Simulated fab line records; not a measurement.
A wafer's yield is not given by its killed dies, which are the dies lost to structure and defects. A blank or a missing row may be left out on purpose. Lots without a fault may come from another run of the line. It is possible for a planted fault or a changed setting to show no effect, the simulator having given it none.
8D (eight disciplines) problem report, filled in by code | flow sky130 | the parts of the form that need people (team, actions taken, sign-off) are left out

== 1. PROBLEM STATEMENT ==
Wafers without a fault read 4.136 s, standard deviation 0.014; stripTimeToEndpointS at SKY_LDD_HVN_STRIP_09 reads a mean of 3.728 s on 6 wafers belonging to 2 lots. Relative to the usual mean, that is a shift of -29 standard deviations.
The step: strips in O2/N2.
Seen first at day 22 13:01 on plasmaAsher-01, wafer L221.1. Wafers with a number at this step in the record: 42, from 14 lots. The rule behind "out" and "out of limits": a value lying over 4 standard deviations away from the usual mean. The other wafers with a number count as sound.

== 2. WHAT IT IS, AND WHAT IT ISN'T ==
question                    | is                     | is not
which readings at this step | stripTimeToEndpointS   | drypumpMotorCurrentA
which lots                  | L221, L225             | L215, L216, L217, L220, L222, L229, L230, L231, L232, L233, L234, L235
which wafers of those lots  | all that have a number | -
read on which tools         | plasmaAsher-01         | plasmaAsher-03, plasmaAsher-04
when                        | from day 22 13:01      | up to then (12 sound wafers); but 24 sound wafers of L222, L229, L230, L231, L232, L233, L234, L235 came after

== 3. SUSPECTS, AND WHAT RULES EACH OUT ==
Counting: a tool at a process step up to the reading stays a suspect if it ran every lot that is out and no sound lot after the first of them.
- plasmaAsher-01 at SKY_LDD_HVN_STRIP_09 (strips in O2/N2): ruled out as a lasting fault. Sound lots L233, L234, L235 ran on it after its first lot that is out, L221 (day 22 13:01).
Left after counting: nothing in the record.

== 4. THE CAUSE (what the simulator had put in) ==
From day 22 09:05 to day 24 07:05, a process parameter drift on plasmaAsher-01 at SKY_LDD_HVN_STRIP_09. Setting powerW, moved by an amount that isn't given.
Counting ruled it out, wrongly.

== 5. THE EFFECT CHAIN, in route order ==
Each row: a reading whose mean over the struck wafers that have a number lies more than 3 standard deviations from the usual. Readings are gone through only where the record gives a usual standard deviation; hours: the median, over the lots, of the time from a lot's start at the first step in this table giving one to that lot's start at this step; sigmas: the change measured in usual standard deviations.
hours | step                 | reading              | usual   | on struck wafers | change | sigmas
0     | SKY_LDD_HVN_STRIP_09 | stripTimeToEndpointS | 4.136 s | 3.728            | -0.409 | -29
Its process steps:
- SKY_LDD_HVN_STRIP_09: strips in O2/N2.
Later measuring or inspecting steps at which every struck wafer that the step has a row for has a number for every such reading, and none has moved that far: SKY_LDD_HVN_TW_MEAS_10.

== 6. WHAT WOULD HAVE CAUGHT IT SOONER ==
First out-of-limits reading in this record: day 22 13:01, which is 4 hours after fault onset at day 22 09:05.
